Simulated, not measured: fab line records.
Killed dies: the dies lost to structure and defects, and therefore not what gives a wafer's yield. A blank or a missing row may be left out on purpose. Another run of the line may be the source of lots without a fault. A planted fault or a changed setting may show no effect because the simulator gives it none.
fab line records ; flow sfq_line
record lots=7; wafers=21; last_day=88
route steps=325 shown I3@147 M4@148
lots untouched by any fault: they come from a run of this same line in which no faults occurred
start_h: the number of hours between the record's first day and the start of the first shown wafer of the lot ; wait_h: time in hours since the lot's previous step ; " same as the row above ; L1.1+2: a single row standing in for several wafers ; - value missing, or start not given ; * or withheld: withheld ; < > ~ a bound
route shown NAME@n: NAME is a module with steps in the file, n the number in the route of the first one ; usual: the fault-free wafers' mean and standard deviation ; same: alike in all rows ; chamber/n: place in a boat ; sites: each site's reading ; _std_site: the standard deviation of these ; _edge_site: mean of outer sites minus mean of inner sites ; radius_mm: for every site, how far away it sits from the centre of the wafer ; mask NAME#n: copy n ; behind: tool/chamber where the wafer was last shaped ; hold: what put the lot on hold/how long, in hours/how the hold closed ; device: the transistor (n, p or np) that didn't switch ; end of line: the tests these same wafers got at the end of their route ; for a step that has no rows: nothing shown but its recipe ; killed: at the first sort, the dies lost to defects and structure; wafer yield is something else ; map: a wafer's dies, x killed, . not, _ none there
set.NAME: the setting the step ran with; set.NAME@STEP: the setting that earlier step ran with ; model.NAME: the simulator's own value behind a step, which no gauge read
lots at some steps of the route; a table a step, a row a wafer
services: when a tool's chamber went out of use (start_h, in hours from the record's first day, below 0 if earlier), for how many hours, and the reason
## steps
# step SFQ_TRILAYER_I3_VIA_STRIP_SOLV_CLEAN_090
# recipe chemistry=NMP; temp_c=70; time_s=600
# step SFQ_TRILAYER_M4_DEP_PRE_CLEAN_092
# recipe gas=Ar; time_s=22.5; bias_v=250
# step SFQ_TRILAYER_M4_DEP_SPUTTER_091
# recipe material=Nb; base_pressure_pa=1.33e-06; chamber_pressure_pa=0.1333; substrate_temp_c=20; resputter_cathode_voltage_v=400; target_thk_nm=200; power_w=2000; time_s=133.3
# usual throttle_valve_pct=29.0/0.9
lot.wafer;tool;chamber;start_h;wait_h;throttle_valve_pct
L359.2;pvd_sputter-06;-;730.27;0.0;29.6
L359.3;pvd_sputter-06;-;730.27;0.0;29.7
L359.4;pvd_sputter-06;-;730.27;0.0;28.5
L360.1;pvd_sputter-06;-;735.61;0.0;28.5
L360.2;pvd_sputter-06;-;735.61;0.0;29.4
L360.5;pvd_sputter-06;-;735.61;0.0;28.4
L366.2;pvd_sputter-05;-;951.74;0.0;29.8
L366.3;pvd_sputter-05;-;951.74;0.0;28.0
L366.6;pvd_sputter-05;-;951.74;0.0;30.1
L368.2;pvd_sputter-06;-;962.36;0.0;29.9
L368.5;pvd_sputter-06;-;962.36;0.0;29.2
L368.6;pvd_sputter-06;-;962.36;0.0;28.0
L369.3;pvd_sputter-04;-;974.38;0.0;27.4
L369.5;pvd_sputter-04;-;974.38;0.0;28.6
L369.6;pvd_sputter-04;-;974.38;0.0;28.9
L376.3;pvd_sputter-04;-;1049.50;0.0;28.8
L376.4;pvd_sputter-04;-;1049.50;0.0;30.4
L376.6;pvd_sputter-04;-;1049.50;0.0;28.7
L378.2;pvd_sputter-04;-;1063.90;0.0;29.3
L378.5;pvd_sputter-04;-;1063.90;0.0;27.5
L378.6;pvd_sputter-04;-;1063.90;0.0;30.2
# step SFQ_M4_RS_MEAS_924
# recipe thk_meas_gauge=four-point-probe; reads=Nb_of_TRILAYER_M4_DEP_SPUTTER_091
# usual M4_NB_RS=0.888/0.0087
lot.wafer;tool;chamber;start_h;wait_h;M4_NB_RS[ohm/sq]
L359.2;film_metro-04;-;730.38;0.1;0.903
L359.3;film_metro-04;-;730.38;0.1;0.892
L359.4;film_metro-04;-;730.38;0.1;0.897
L360.1;film_metro-04;-;735.70;0.0;0.877
L360.2;film_metro-04;-;735.70;0.0;0.883
L360.5;film_metro-04;-;735.70;0.0;0.874
L366.2;film_metro-01;-;951.85;0.1;0.877
L366.3;film_metro-01;-;951.85;0.1;0.880
L366.6;film_metro-01;-;951.85;0.1;0.871
L368.2;film_metro-01;-;962.47;0.1;0.889
L368.5;film_metro-01;-;962.47;0.1;0.890
L368.6;film_metro-01;-;962.47;0.1;0.883
L369.3;film_metro-04;-;974.51;0.1;0.882
L369.5;film_metro-04;-;974.51;0.1;0.878
L369.6;film_metro-04;-;974.51;0.1;0.884
L376.3;film_metro-03;-;1049.63;0.1;0.894
L376.4;film_metro-03;-;1049.63;0.1;0.885
L376.6;film_metro-03;-;1049.63;0.1;0.884
L378.2;film_metro-01;-;1064.01;0.1;0.897
L378.5;film_metro-01;-;1064.01;0.1;0.890
L378.6;film_metro-01;-;1064.01;0.1;0.899
# step SFQ_TRILAYER_M4_LITHO_COAT_098
# recipe resist=BARC; spin_rpm=3000; resist_thk_nm=62
# step SFQ_TRILAYER_M4_LITHO_COAT_093
# recipe resist=KrF; spin_rpm=3000; resist_thk_nm=600
# step SFQ_TRILAYER_M4_LITHO_SOFTBAKE_097
# recipe temp_c=withheld; time_s=withheld; resist=KrF
# step SFQ_TRILAYER_M4_LITHO_EXPOSE_094
# recipe mask_id=M4; na=0.6; source_shape=conventional; sigma_outer=0.65; target_cd_nm=500; dose_mj=14.4
# step SFQ_TRILAYER_M4_LITHO_PEB_096
# recipe peb_temp_c=115; peb_time_s=60; resist=KrF
# step SFQ_TRILAYER_M4_LITHO_DEVELOP_095
# recipe time_s=60; resist=KrF
# step SFQ_M4_OVL_MEAS_926
# usual M4_OVL=0/6
lot.wafer;tool;chamber;start_h;wait_h;M4_OVL[nm]
L359.2;overlay-02;-;863.03;0.1;1
L359.3;overlay-02;-;863.03;0.1;0
L359.4;overlay-02;-;863.03;0.1;0
L360.1;overlay-02;-;864.23;0.1;-9
L360.2;overlay-02;-;864.23;0.1;3
L360.5;overlay-02;-;864.23;0.1;-6
L366.2;overlay-02;-;1103.49;0.1;0
L366.3;overlay-02;-;1103.49;0.1;2
L366.6;overlay-02;-;1103.49;0.1;-1
L368.2;overlay-02;-;1114.29;0.1;10
L368.5;overlay-02;-;1114.29;0.1;2
L368.6;overlay-02;-;1114.29;0.1;5
L369.3;overlay-02;-;1126.30;0.1;-8
L369.5;overlay-02;-;1126.30;0.1;-8
L369.6;overlay-02;-;1126.30;0.1;-11
L376.3;overlay-01;-;1192.35;0.1;-5
L376.4;overlay-01;-;1192.35;0.1;2
L376.6;overlay-01;-;1192.35;0.1;-1
L378.2;overlay-01;-;1204.34;0.1;-6
L378.5;overlay-01;-;1204.34;0.1;3
L378.6;overlay-01;-;1204.34;0.1;4
# step SFQ_TRILAYER_M4_BARC_OPEN_METAL_ETCH_123
# recipe mask_material=PR; chemistry=O2; target_depth_nm=125; target=BARC; icp_w=600; bias_w=80; pressure_mtorr=10; time_s=41.7
# usual drypump_motor_current_A=5.51/0.18; oes_product_au=0.685/0.0049; rf_fwd_power_W=594.3/2.6
lot.wafer;tool;chamber;start_h;wait_h;drypump_motor_current_A;oes_product_au;rf_fwd_power_W;rf_hours_counter_h;model.KrF_of_TRILAYER_M4_LITHO_COAT_093.thk_nm
L359.2;rie_metal-01;1;863.06;0.0;5.56;0.675;591.8;2;519.8
L359.3;rie_metal-01;1;863.06;0.0;5.58;0.689;595.9;-;522.3
L359.4;rie_metal-01;0;863.06;0.0;5.40;0.687;594.9;-;519.8
L360.1;rie_metal-04;1;864.26;0.0;5.56;0.684;594.1;18;521.6
L360.2;rie_metal-04;0;864.26;0.0;5.57;0.694;595.1;94;521.3
L360.5;rie_metal-04;0;864.26;0.0;5.59;0.697;598.3;-;520.2
L366.2;rie_metal-04;0;1103.52;0.0;5.56;0.687;693.3;122;514.8
L366.3;rie_metal-04;1;1103.52;0.0;5.55;0.678;594.8;-;521.2
L366.6;rie_metal-04;0;1103.52;0.0;5.57;0.678;690.6;-;514.3
L368.2;rie_metal-04;1;1114.32;0.0;5.59;0.685;595.9;50;525.3
L368.5;rie_metal-04;0;1114.32;0.0;5.57;0.674;690.5;-;518.3
L368.6;rie_metal-04;1;1114.32;0.0;5.58;0.683;595.7;-;528.3
L369.3;rie_metal-04;0;1126.34;0.0;5.58;0.687;692.2;-;514.3
L369.5;rie_metal-04;0;1126.34;0.0;5.59;0.691;697.0;-;515.9
L369.6;rie_metal-04;1;1126.34;0.0;5.54;0.680;596.7;-;522.5
L376.3;rie_metal-02;1;1192.39;0.0;5.83;0.685;594.6;-;522.5
L376.4;rie_metal-02;0;1192.39;0.0;5.24;0.680;591.0;-;519.8
L376.6;rie_metal-02;0;1192.39;0.0;5.21;0.689;590.0;-;520.7
L378.2;rie_metal-02;1;1204.37;0.0;5.82;0.688;593.5;37;526.3
L378.5;rie_metal-02;1;1204.37;0.0;5.83;0.688;596.0;-;525.6
L378.6;rie_metal-02;0;1204.37;0.0;5.20;0.686;589.1;-;524.3
# step SFQ_TRILAYER_M4_ETCH_METAL_ETCH_096
# recipe target=Nb; stop_on=SiO2; mask_material=PR; chemistry=Cl2/Ar; target_depth_nm=240; icp_w=600; bias_w=80; pressure_mtorr=10; time_s=120
# usual drypump_motor_current_A=5.52/0.18; oes_product_au=0.895/0.0067; rf_fwd_power_W=597.1/2.1
lot.wafer;tool;chamber;start_h;wait_h;drypump_motor_current_A;oes_product_au;rf_fwd_power_W;rf_hours_counter_h;model.KrF_of_TRILAYER_M4_LITHO_COAT_093.thk_nm
L359.2;rie_metal-01;1;863.12;0.0;5.59;0.890;593.0;2;379.1
L359.3;rie_metal-01;1;863.12;0.0;5.59;0.895;595.2;-;380.7
L359.4;rie_metal-01;0;863.12;0.0;5.38;0.894;595.8;-;380
L360.1;rie_metal-04;1;864.32;0.0;5.56;0.896;600.3;18;383.7
L360.2;rie_metal-04;0;864.32;0.0;5.60;0.902;594.6;94;377.8
L360.5;rie_metal-04;0;864.32;0.0;5.59;0.907;599.2;-;376.7
L366.2;rie_metal-04;0;1103.58;0.0;5.57;0.909;598.9;122;371.3
L366.3;rie_metal-04;1;1103.58;0.0;5.55;0.894;597.0;-;381.9
L366.6;rie_metal-04;0;1103.58;0.0;5.57;0.898;597.6;-;370.8
L368.2;rie_metal-04;1;1114.38;0.0;5.57;0.905;596.6;50;386.5
L368.5;rie_metal-04;0;1114.38;0.0;5.59;0.894;599.0;-;374.7
L368.6;rie_metal-04;1;1114.38;0.0;5.55;0.904;597.6;-;388.9
L369.3;rie_metal-04;0;1126.42;0.1;5.59;0.902;598.1;-;371.3
L369.5;rie_metal-04;0;1126.42;0.1;5.60;0.900;595.9;-;372.5
L369.6;rie_metal-04;1;1126.42;0.1;5.59;0.903;601.0;-;382.2
L376.3;rie_metal-02;1;1192.47;0.1;5.83;0.897;598.7;-;381.1
L376.4;rie_metal-02;0;1192.47;0.1;5.22;0.893;595.9;-;379.6
L376.6;rie_metal-02;0;1192.47;0.1;5.20;0.893;596.9;-;380.4
L378.2;rie_metal-02;1;1204.43;0.0;5.83;0.883;594.7;37;384
L378.5;rie_metal-02;1;1204.43;0.0;5.83;0.895;598.9;-;381.7
L378.6;rie_metal-02;0;1204.43;0.0;5.19;0.889;595.1;-;382.8
# step SFQ_TRILAYER_M4_STRIP_STRIP_097
# recipe gas=O2; power_w=200; platen_temp_c=40; overash_fraction=0.65; chemistry=O2; pressure_mtorr=50
# usual drypump_motor_current_A=5.52/0.18; oes_product_au=1.002/0.0085
lot.wafer;tool;chamber;start_h;wait_h;drypump_motor_current_A;oes_product_au;rf_hours_counter_h
L359.2;rie_metal-01;1;863.25;0.1;5.64;0.999;3
L359.3;rie_metal-01;1;863.25;0.1;5.61;1.000;-
L359.4;rie_metal-01;0;863.25;0.1;5.37;1.003;-
L360.1;rie_metal-04;1;864.45;0.1;5.52;0.993;18
L360.2;rie_metal-04;0;864.45;0.1;5.59;1.015;94
L360.5;rie_metal-04;0;864.45;0.1;5.60;1.018;-
L366.2;rie_metal-04;0;1103.70;0.1;5.56;1.009;122
L366.3;rie_metal-04;1;1103.70;0.1;5.59;1.005;-
L366.6;rie_metal-04;0;1103.70;0.1;5.59;1.013;-
L368.2;rie_metal-04;1;1114.50;0.1;5.58;1.003;50
L368.5;rie_metal-04;0;1114.50;0.1;5.59;1.016;-
L368.6;rie_metal-04;1;1114.50;0.1;5.58;0.988;-
L369.3;rie_metal-04;0;1126.70;0.2;5.59;1.003;-
L369.5;rie_metal-04;0;1126.70;0.2;5.56;0.993;-
L369.6;rie_metal-04;1;1126.70;0.2;5.53;0.991;-
L376.3;rie_metal-02;1;1192.75;0.2;5.82;1.003;-
L376.4;rie_metal-02;0;1192.75;0.2;5.22;1.011;-
L376.6;rie_metal-02;0;1192.75;0.2;5.24;1.000;-
L378.2;rie_metal-02;1;1204.55;0.1;5.83;0.993;37
L378.5;rie_metal-02;1;1204.55;0.1;5.81;1.005;-
L378.6;rie_metal-02;0;1204.55;0.1;5.24;0.996;-
## services
tool;chamber;start_h;hours;kind
pvd_sputter-06;-;710.72;1.0;repair
pvd_sputter-04;-;751.97;6.2;repair
rie_metal-01;0;760.54;50.6;repair
pvd_sputter-04;-;783.02;21.9;repair
rie_metal-04;1;814.30;2.7;repair
rie_metal-02;0;821.26;1.5;repair
pvd_sputter-06;-;834.13;1.4;repair
pvd_sputter-04;-;898.26;2.9;repair
rie_metal-04;0;905.50;7.5;repair
pvd_sputter-04;-;923.53;3.6;repair
rie_metal-02;0;937.10;4.1;repair
rie_metal-01;-;955.21;0.4;repair
rie_metal-01;-;988.97;2.8;pm
rie_metal-02;-;999.87;0.5;repair
pvd_sputter-04;-;1002.12;15.3;repair
rie_metal-04;-;1026.90;0.3;repair
pvd_sputter-04;-;1050.06;3.5;repair
pvd_sputter-06;-;1068.67;35.4;repair
rie_metal-02;1;1075.55;18.5;repair
rie_metal-02;-;1104.99;5.5;repair
pvd_sputter-04;-;1126.15;1.1;repair
rie_metal-01;1;1183.37;1.2;repair
pvd_sputter-06;-;1193.89;0.5;repair
rie_metal-04;-;1196.91;1.4;pm
## key
first_sign step=SFQ_TRILAYER_M4_BARC_OPEN_METAL_ETCH_123; reading=rf_fwd_power_W; direction=up; sigmas=38; usual=594.3; struck=692.7
effect none on later readings
model_effect step=SFQ_TRILAYER_M4_BARC_OPEN_METAL_ETCH_123; value=KrF_of_TRILAYER_M4_LITHO_COAT_093.thk_nm; without=523; struck=515.5
model_effect step=SFQ_TRILAYER_M4_ETCH_METAL_ETCH_096; value=KrF_of_TRILAYER_M4_LITHO_COAT_093.thk_nm; without=379.6; struck=372.1
met_at SFQ_TRILAYER_M4_BARC_OPEN_METAL_ETCH_123
struck_wafers L366.2,L366.6,L368.5,L369.3,L369.5
onset_between 864.26 1103.52
fault kind=process_parameter_drift; tool=rie_metal-04; chamber=0; onset_h=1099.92; steps=SFQ_TRILAYER_M4_BARC_OPEN_METAL_ETCH_123; channel=icp_w; offset=96; shape=step; end_h=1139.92; acts_in=these_recipes_only; stated=600
